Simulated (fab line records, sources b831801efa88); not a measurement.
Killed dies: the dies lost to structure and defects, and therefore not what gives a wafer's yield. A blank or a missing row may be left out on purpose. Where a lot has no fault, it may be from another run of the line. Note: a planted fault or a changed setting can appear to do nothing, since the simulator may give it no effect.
Shared-tool check    flow sky130    Sampled: 12 lots, 36 wafers

## THE REASON FOR OPENING IT
SKY_NWELL_RS_MEAS_31, reading PWDE_RS: flagged on 2 of 12 lots. Fault-free wafers read 5279 ohm/sq, with a standard deviation of 17.
Rule: a lot gets a flag if all its wafers with a number sit over 4 standard deviations from that mean, or if no wafer of it has a number. The rest of the lots are taken to be sound.

lot   measured      on             PWDE_RS (ohm/sq), wafer by wafer  flag
L501  day 5 02:59   film_metro-03  5305 5297 5299                    
L503  day 5 15:06   film_metro-02  5274 5288 5257                    
L504  day 5 20:32   film_metro-01  5297 5312 5299                    
L507  day 6 14:35   film_metro-01  5299 5272 5283                    
L508  day 6 20:18   film_metro-03  5263 5254 5258                    
L511  day 7 15:36   film_metro-01  5302 5293 5297                    
L515  day 8 15:38   film_metro-01  5393 5393 5389                    FLAGGED
L517  day 9 07:13   film_metro-03  5381 5372 5368                    FLAGGED
L519  day 9 17:09   film_metro-01  5308 5311 5300                    
L521  day 10 11:28  film_metro-02  5244 5259 5245                    
L523  day 10 17:46  film_metro-02  5248 5260 5266                    
L524  day 11 04:35  film_metro-03  5249 5256 5273                    
Average over the flagged lots: 5383 ohm/sq; offset from the usual +104 ohm/sq, equal to +6 standard deviations.

## LOT BY LOT: THE TOOL USED
The record holds 1 process step before the reading, out of a route of 708 steps. Every cell lists first the tool, next ch and the chambers used by the sampled wafers, and last the start.
lot   flag     SKY_PWDE_IMPLANT_08
L501           implanter-04 ch 0, day 3 17:07
L503           implanter-04 ch 0, day 4 04:05
L504           implanter-04 ch 0, day 4 08:49
L507           implanter-04 ch 0, day 5 01:59
L508           implanter-01 ch 0, day 5 08:34
L511           implanter-03 ch 0, day 6 00:55
L515  FLAGGED  implanter-01 ch 0, day 6 22:59
L517  FLAGGED  implanter-01 ch 0, day 7 12:38
L519           implanter-03 ch 0, day 7 20:34
L521           implanter-03 ch 0, day 8 14:14
L523           implanter-03 ch 0, day 8 20:31
L524           implanter-03 ch 0, day 9 05:34
What these steps do:
- SKY_PWDE_IMPLANT_08
- SKY_NWELL_RS_MEAS_31: measures by four-point-probe.

## FLAGGED OVER TOTAL, TOOL BY TOOL (the gauges that took the reading come last)
step                  tool           lots run  flagged  share of the flagged lots  sound lots run after its first flagged lot
SKY_PWDE_IMPLANT_08   implanter-01   3         2        all                        0
SKY_PWDE_IMPLANT_08   implanter-03   5         0        none                       -
SKY_PWDE_IMPLANT_08   implanter-04   4         0        none                       -
SKY_NWELL_RS_MEAS_31  film_metro-01  5         1        some                       1 (L519)
SKY_NWELL_RS_MEAS_31  film_metro-02  3         0        none                       -
SKY_NWELL_RS_MEAS_31  film_metro-03  4         1        some                       1 (L524)

## WHAT IS ALLOWED BY THE TABLE
Rows of the table that ran each flagged lot: 1, that is implanter-01 at SKY_PWDE_IMPLANT_08.
- implanter-01 at SKY_PWDE_IMPLANT_08: 2 of its 3 lots flagged. It ran its last sound lot, L508, at day 5 08:34 and its first flagged lot, L515, at day 6 22:59: a fault with its onset between the two fits. Its own readings lie more than 4 standard deviations out on every wafer of the flagged lots: dose_ions_cm2.
Just one tool remains: implanter-01 at SKY_PWDE_IMPLANT_08.

## WHAT THE SIMULATOR PUT IN
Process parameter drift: implanter-01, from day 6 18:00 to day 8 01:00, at SKY_PWDE_IMPLANT_08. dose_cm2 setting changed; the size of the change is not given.
Shown lots that were struck: L515, L517. The rule above reached the same finding.
